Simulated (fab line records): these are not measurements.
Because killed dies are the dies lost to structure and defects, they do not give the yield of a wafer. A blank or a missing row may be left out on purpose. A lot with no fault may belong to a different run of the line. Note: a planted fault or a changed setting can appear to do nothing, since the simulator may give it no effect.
Split-lot study ; flow gf180mcu ; route with 602 steps; 5 lots, 27 wafers read

## ABOUT THE SPLIT
At GF_SAB_DEVELOP_08 (develop time 60 s), the setting develop time s was moved away from the recipe's 60 s on 9 of the 27 wafers read, by +17.0% to +50.2%. The other wafers ran this setting at the recipe's value.

The file shows no step between the split and the reading.

## THE READING
cd nm at GF_SAB_CD_MEAS_09, given in nm (cd target 420 nm). A value of 419.3 nm with a standard deviation of 1.9 nm is what fault-free wafers of this fab line usually give.

wafer;tool, chamber at the split;develop time s as run, s;against the recipe;cd nm, nm;against lot-mates on the recipe
L074.1;litho track-02, 0;60;recipe;420.9;-
L074.2;litho track-02, 0;60;recipe;421.0;-
L074.3;litho track-02, 0;60;recipe;421.0;-
L074.4;litho track-02, 0;60;recipe;420.1;-
L074.5;litho track-02, 0;60;recipe;420.3;-
L074.6;litho track-02, 0;60;recipe;419.5;-
L078.1;litho track-02, 0;90.11;+50.2%;379.3;-36.7
L078.2;litho track-02, 0;90.11;+50.2%;380.8;-35.2
L078.3;litho track-02, 0;60;recipe;412.8;-
L078.4;litho track-02, 0;60;recipe;418.2;-
L078.5;litho track-02, 0;90.11;+50.2%;379.8;-36.2
L078.6;litho track-02, 0;60;recipe;417.1;-
L079.2;litho track-01, 0;60;recipe;418.9;-
L079.4;litho track-01, 0;60;recipe;421.1;-
L079.6;litho track-01, 0;60;recipe;415.3;-
L082.1;litho track-02, 0;60;recipe;420.6;-
L082.2;litho track-02, 0;70.18;+17.0%;408.1;-13.2
L082.3;litho track-02, 0;70.18;+17.0%;406.7;-14.6
L082.4;litho track-02, 0;70.18;+17.0%;407.1;-14.2
L082.5;litho track-02, 0;60;recipe;422.0;-
L082.6;litho track-02, 0;60;recipe;421.2;-
L084.1;litho track-02, 0;60;recipe;419.3;-
L084.2;litho track-02, 0;60;recipe;420.6;-
L084.3;litho track-02, 0;81.5;+35.8%;391.6;-28.0
L084.4;litho track-02, 0;81.5;+35.8%;391.7;-27.9
L084.5;litho track-02, 0;60;recipe;418.8;-
L084.6;litho track-02, 0;81.5;+35.8%;391.8;-27.8

FIT RESULTS
A straight line over all 27 wafers: cd nm changes by -0.779 nm for each +1% of develop time s; r = -0.99; the points scatter about the line by 2 nm.
The same after taking each lot's own level away (the mean of its wafers on the recipe; 27 wafers): -0.74 nm for each +1%; r = -0.99; scatter 1.5 nm.
The reading moves by 37 nm for the largest change in develop time s, on that fit.
Across the lots, their own levels run from 416.03 to 421.27 nm, a range of 2.8 times the standard deviation given above.
Consequently the slope shifts little with the lot-to-lot level, the two slopes agreeing.
Check: with one of the wafers moved furthest among these (+50.2%) left out of the fit, the line predicts -37.5 nm for it against its lot-mates. It came out at -36.7 nm against them.

## THESE WAFERS: OTHER SPLITS
Before the reading, these wafers also passed through other splits. Each is held against what the fit with the lots' levels taken away leaves over:
other split on the same wafers;wafers away from the commonest value;r with cd nm (lot level and that fit taken away)
GF_POLY_GATE_ETCH_13 time s;12;+0.05
GF_PSD_DEVELOP_06 develop time s;6;-0.10

## THE WHOLE CHAIN: every reading that the file lists as answering this split, in the file's order
step;what it does;reading;change (the file's fit);r (the file's)
GF_SAB_CD_MEAS_09;target cd 420 nm;cd nm;-0.745 nm for each +1% of the setting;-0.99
GF_SAB_ETCH_11;etches SiO2 in C4F8/O2/Ar, target depth 55 nm, time 8.5 s;SAB.cd nm (the simulator's own value, which no gauge read);-0.738 nm for each +1% of the setting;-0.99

## THE FILE'S OWN FIT
cd nm changes by -0.745 nm for each +1% of develop time s, r = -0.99.
